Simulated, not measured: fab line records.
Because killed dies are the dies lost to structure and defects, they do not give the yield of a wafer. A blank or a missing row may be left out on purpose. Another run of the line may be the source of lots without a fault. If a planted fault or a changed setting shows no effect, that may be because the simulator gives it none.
fab line records | flow sky130 | part 2 of 2: steps 29 to 41 of 41
record: lots: 5 | wafers: 15 | lastDay: 50
route steps=708 shown CAP2M@615 METAL4@621 VIA4@639
lots that met no fault: from a run of the same line without faults
startH: hours from the record's opening day to when the first of the lot's shown wafers began | waitH: how many hours have passed since the lot's step before this one | " unchanged from the row above | L1.1+2: several wafers, shown together as one row | - value missing, or start not given | * or withheld: withheld | < > ~ a bound
route shown NAME@n: NAME is a module with steps in the file, n the number in the route of the first one | usual: mean and standard deviation over wafers with no fault | same: alike in all rows | chamber/n: place in a boat | sites: the reading at each site | _std_site: standard deviation across them | _edge_site: inner sites' mean taken away from outer sites' mean | radiusMm: how far each site lies from the wafer's centre | mask NAME#n: copy n | behind: the most recent tool/chamber to have shaped the wafer | hold: reason for holding the lot/hours on hold/outcome of the hold | device: transistor that didn't switch, given as n, p or np | end of line: the same wafers' tests at the end of the route | for a step that has no rows: nothing shown but its recipe | killed: count of dies lost to structure and defects at first sort (not the wafer's yield) | map: the dies of a wafer, with x for killed, . for not killed, _ for no die there
set.NAME: the run value of the setting; set.NAME@STEP: its run value at that earlier step | model.NAME: the simulator's own value behind a step, which no gauge read
certain route steps with their lots: each step a table, each wafer a row
services: when a tool's chamber went out of use (startH, in hours from the record's first day, below 0 if earlier), for how many hours, and the reason
== steps ==
step: SKY_VIA4_DEHYDRATE_04
recipe: tempC: 200 | timeS: 60
lot.wafer  | tool          | chamber | startH  | waitH
L079.2+4+5 | lithoTrack-03 | 0       | 1026.34 | 10.4
L082.4+5+6 | lithoTrack-02 | 0       | 1042.35 | 10.6
L087.2+3+5 | lithoTrack-03 | 0       | 1075.29 | 9.7
L088.1+2+3 | lithoTrack-03 | 0       | 1082.51 | 9.8
L093.1+3+5 | lithoTrack-03 | 0       | 1139.36 | 8.2
step: SKY_VIA4_HMDS_05
recipe: primeTimeS: 60 | primeTempC: 120
lot.wafer  | tool          | chamber | startH  | waitH
L079.2+4+5 | lithoTrack-03 | 0       | 1026.49 | 0.1
L082.4+5+6 | lithoTrack-02 | 0       | 1042.50 | 0.1
L087.2+3+5 | lithoTrack-03 | 0       | 1075.44 | 0.1
L088.1+2+3 | lithoTrack-03 | 0       | 1082.66 | 0.1
L093.1+3+5 | lithoTrack-03 | 0       | 1139.51 | 0.1
step: SKY_VIA4_COAT_06
recipe: resist: NOVOLAK | spinRpm: 3000 | resistThkNm: 1140
lot.wafer  | tool          | chamber | startH  | waitH
L079.2+4+5 | lithoTrack-03 | 0       | 1026.64 | 0.1
L082.4+5+6 | lithoTrack-02 | 0       | 1042.65 | 0.1
L087.2+3+5 | lithoTrack-03 | 0       | 1075.59 | 0.1
L088.1+2+3 | lithoTrack-03 | 0       | 1082.81 | 0.1
L093.1+3+5 | lithoTrack-03 | 0       | 1139.66 | 0.1
step: SKY_VIA4_SOFTBAKE_07
recipe: tempC: 90 | timeS: 60 | resist: NOVOLAK
lot.wafer  | tool          | chamber | startH  | waitH
L079.2+4+5 | lithoTrack-03 | 0       | 1026.79 | 0.1
L082.4+5+6 | lithoTrack-02 | 0       | 1042.80 | 0.1
L087.2+3+5 | lithoTrack-03 | 0       | 1075.74 | 0.1
L088.1+2+3 | lithoTrack-03 | 0       | 1082.96 | 0.1
L093.1+3+5 | lithoTrack-03 | 0       | 1139.81 | 0.1
step: SKY_VIA4_EXPOSE_08
recipe: maskId: VIM4 | na: 0.6 | sourceShape: conventional | sigmaOuter: 0.6 | polarization: unpolarized | targetCdNm: 800 | doseMj: 132
usual: stageVelMmS: 500.00/0.27
lot.wafer | tool            | chamber | startH | waitH | mask   | stageVelMmS
L079.2    | ilineStepper-01 | 0       | -      | -     | VIM4#0 | 499.43
L079.4    | "               | 0       | "      | "     | VIM4#0 | 499.31
L079.5    | "               | 0       | "      | "     | VIM4#0 | 499.79
L082.4    | ilineStepper-02 | 0       | -      | -     | VIM4#0 | 500.21
L082.5    | "               | 0       | "      | "     | VIM4#0 | 499.95
L082.6    | "               | 0       | "      | "     | VIM4#0 | 499.73
L087.2    | ilineStepper-01 | 0       | -      | -     | VIM4#0 | 500.33
L087.3    | "               | 0       | "      | "     | VIM4#0 | 500.47
L087.5    | "               | 0       | "      | "     | VIM4#0 | 500.34
L088.1    | ilineStepper-01 | 0       | -      | -     | VIM4#0 | 499.77
L088.2    | "               | 0       | "      | "     | VIM4#0 | 499.61
L088.3    | "               | 0       | "      | "     | VIM4#0 | 500.09
L093.1    | ilineStepper-01 | 0       | -      | -     | VIM4#0 | 499.97
L093.3    | "               | 0       | "      | "     | VIM4#0 | 499.91
L093.5    | "               | 0       | "      | "     | VIM4#0 | 500.12
step: SKY_VIA4_PEB_09
recipe: tempC: withheld | timeS: * | resist: NOVOLAK
lot.wafer  | tool          | chamber | startH | waitH
L079.2+4+5 | lithoTrack-01 | 0       | -      | -
L082.4+5+6 | lithoTrack-02 | 0       | -      | -
L087.2+3+5 | lithoTrack-01 | 0       | -      | -
L088.1+2+3 | lithoTrack-03 | 0       | -      | -
L093.1+3+5 | lithoTrack-03 | 0       | -      | -
step: SKY_VIA4_DEVELOP_10
recipe: resist: NOVOLAK | developer: TMAH | developTimeS: 60 | devTempC: 23
lot.wafer  | tool          | chamber | startH  | waitH
L079.2+4+5 | lithoTrack-01 | 0       | 1038.26 | 0.1
L082.4+5+6 | lithoTrack-02 | 0       | 1052.90 | 0.1
L087.2+3+5 | lithoTrack-01 | 0       | 1086.52 | 0.1
L088.1+2+3 | lithoTrack-03 | 0       | 1092.71 | 0.1
L093.1+3+5 | lithoTrack-03 | 0       | 1149.21 | 0.1
step: SKY_VIA4_OVL_MEAS_11
usual: VIA4_OVL: 0.2/1.5
lot.wafer | tool       | chamber | startH  | waitH | VIA4_OVL[nm]
L079.2    | overlay-02 | -       | 1038.40 | 0.1   | -0.1
L079.4    | "          | -       | "       | "     | 0.2
L079.5    | "          | -       | "       | "     | 0.6
L082.4    | overlay-01 | -       | 1053.00 | 0.1   | 0.1
L082.5    | "          | -       | "       | "     | 0.2
L082.6    | "          | -       | "       | "     | -2.4
L087.2    | overlay-02 | -       | 1086.65 | 0.1   | 0.6
L087.3    | "          | -       | "       | "     | -1.1
L087.5    | "          | -       | "       | "     | 1.9
L088.1    | overlay-01 | -       | 1092.86 | 0.1   | 0.5
L088.2    | "          | -       | "       | "     | 0.3
L088.3    | "          | -       | "       | "     | 1.3
L093.1    | overlay-02 | -       | 1149.36 | 0.1   | 0.1
L093.3    | "          | -       | "       | "     | 0.2
L093.5    | "          | -       | "       | "     | 0.9
step: SKY_VIA4_ETCH_12
recipe: target: SiO2 | chemistry: C4F8/O2/Ar | stopOn: TiN | maskMaterial: NOVOLAK | sourceW: 1500 | biasW: 1200 | pressureMtorr: 40 | c4f8FlowSccm: withheld | O2_flow_sccm: 6 | Ar_flow_sccm: 300 | timeS: withheld | targetDepthA: 5800
usual: oesProductAu: 0.926/0.0049
lot.wafer | tool       | chamber | startH  | waitH | oesProductAu
L079.2    | rieDiel-03 | 2       | 1038.43 | 0.0   | 0.917
L079.4    | "          | 1       | "       | "     | 0.918
L079.5    | "          | 3       | "       | "     | 0.921
L082.4    | rieDiel-03 | 3       | 1053.01 | 0.0   | 0.923
L082.5    | "          | 2       | "       | "     | 0.926
L082.6    | "          | 1       | "       | "     | 0.927
L087.2    | rieDiel-01 | 3       | 1086.68 | 0.0   | 0.923
L087.3    | "          | 0       | "       | "     | 0.928
L087.5    | "          | 2       | "       | "     | 0.926
L088.1    | rieDiel-03 | 1       | 1092.90 | 0.0   | 0.930
L088.2    | "          | 0       | "       | "     | 0.926
L088.3    | "          | 3       | "       | "     | 0.923
L093.1    | rieDiel-03 | 2       | 1149.40 | 0.0   | 0.918
L093.3    | "          | 0       | "       | "     | 0.927
L093.5    | "          | 2       | "       | "     | 0.930
step: SKY_VIA4_STRIP_13
recipe: chemistry: O2/N2 | powerW: 1400 | pressureMtorr: 1500 | platenTempC: withheld | o2FlowSccm: 3000 | n2FlowSccm: 300 | overashFraction: 0.5
usual: drypumpMotorCurrentA: 5.8/0.38 | oesProductAu: 0.710/0.0043 | stripTimeToEndpointS: 12.807/0.029
lot.wafer | tool           | chamber | startH  | waitH | drypumpMotorCurrentA | oesProductAu | rfHoursCounterH | stripTimeToEndpointS
L079.2    | plasmaAsher-03 | 0       | 1038.50 | -     | 5.0                  | 0.709        | 62              | 12.815
L079.4    | "              | 0       | "       | "     | 5.1                  | 0.715        | -               | 12.842
L079.5    | "              | 1       | "       | "     | 5.7                  | 0.708        | -               | 12.802
L082.4    | plasmaAsher-02 | 1       | 1053.12 | -     | 5.7                  | 0.702        | -               | 12.797
L082.5    | "              | 1       | "       | "     | 5.7                  | 0.708        | -               | 12.763
L082.6    | "              | 0       | "       | "     | 6.4                  | 0.707        | -               | 12.783
L087.2    | plasmaAsher-03 | 1       | 1086.75 | -     | 5.8                  | 0.709        | 68              | 12.781
L087.3    | "              | 0       | "       | "     | 5.0                  | 0.709        | -               | 12.807
L087.5    | "              | 1       | "       | "     | 5.7                  | 0.709        | -               | 12.834
L088.1    | plasmaAsher-04 | 1       | 1092.97 | -     | 5.7                  | 0.715        | 32              | 12.836
L088.2    | "              | 0       | "       | "     | 6.0                  | 0.709        | 32              | 12.822
L088.3    | "              | 1       | "       | "     | 5.7                  | 0.711        | -               | 12.831
L093.1    | plasmaAsher-02 | 1       | 1149.47 | -     | 5.7                  | 0.712        | 11              | 12.845
L093.3    | "              | 1       | "       | "     | 5.7                  | 0.710        | -               | 12.762
L093.5    | "              | 0       | "       | "     | 6.4                  | 0.709        | -               | 12.795
step: SKY_VIA4_STRIP_14
recipe: chemistry: postEtchResidueRemover | timeS: 1200 | tempC: 72.5
lot.wafer  | tool        | chamber | startH  | waitH
L079.2+4+5 | wetBench-03 | 0       | 1038.60 | 0.1
L082.4+5+6 | wetBench-02 | 2       | 1053.19 | 0.0
L087.2+3+5 | wetBench-03 | 2       | 1086.85 | 0.1
L088.1+2+3 | wetBench-03 | 2       | 1093.29 | 0.3
L093.1+3+5 | wetBench-02 | 3       | 1149.57 | 0.1
step: SKY_VIA4_CLEAN_15
recipe: chemistry: IPA | timeS: 180 | tempC: 25
lot.wafer  | tool        | chamber | startH  | waitH
L079.2+4+5 | wetBench-03 | 0       | 1039.28 | 0.0
L082.4+5+6 | wetBench-04 | 0       | 1053.53 | 0.0
L087.2+3+5 | wetBench-02 | 2       | 1087.19 | 0.0
L088.1+2+3 | wetBench-02 | 2       | 1093.67 | 0.0
L093.1+3+5 | wetBench-04 | 2       | 1149.91 | 0.0
step: SKY_VIA4_CLEAN_16
recipe: chemistry: O3/DIW | dry: n2Spin
lot.wafer  | tool        | chamber | startH  | waitH
L079.2+4+5 | wetBench-02 | 2       | 1039.40 | 0.0
L082.4+5+6 | wetBench-04 | 2       | 1053.59 | 0.0
L087.2+3+5 | wetBench-04 | 1       | 1087.31 | 0.0
L088.1+2+3 | wetBench-03 | 3       | 1093.78 | 0.0
L093.1+3+5 | wetBench-03 | 3       | 1149.97 | 0.0
== services ==
tool            | chamber | startH  | hours | kind
cmp-02          | -       | 976.44  | 0.5   | repair
krfScanner-01   | -       | 997.67  | 0.8   | pm
rieDiel-03      | 0       | 998.09  | 6.0   | repair
rieDiel-01      | 0       | 1001.44 | 8.8   | repair
cmp-02          | -       | 1007.81 | 5.9   | pm
plasmaAsher-02  | -       | 1009.84 | 1.0   | repair
krfScanner-01   | -       | 1035.34 | 1.3   | pm
cmp-02          | -       | 1037.68 | 2.7   | repair
krfScanner-01   | -       | 1051.75 | 4.4   | pm
plasmaAsher-02  | -       | 1055.25 | 9.0   | pm
cmp-02          | -       | 1059.04 | 1.5   | repair
cmp-02          | -       | 1067.79 | 4.0   | pm
cmp-02          | -       | 1068.87 | 0.7   | repair
rieDiel-03      | 1       | 1074.56 | 10.7  | repair
plasmaAsher-03  | -       | 1074.97 | 8.5   | repair
krfScanner-01   | -       | 1077.62 | 0.5   | repair
rieMetal-01     | -       | 1085.39 | 1.4   | pm
hdpcvd-02       | -       | 1087.52 | 14.6  | pm
rieDiel-04      | 0       | 1101.59 | 8.6   | repair
rieDiel-01      | -       | 1102.41 | 0.7   | repair
krfScanner-01   | -       | 1103.57 | 1.4   | repair
ilineStepper-01 | -       | 1112.25 | 1.7   | pm
krfScanner-01   | -       | 1116.90 | 1.0   | pm
wetBench-04     | -       | 1117.19 | 12.0  | repair
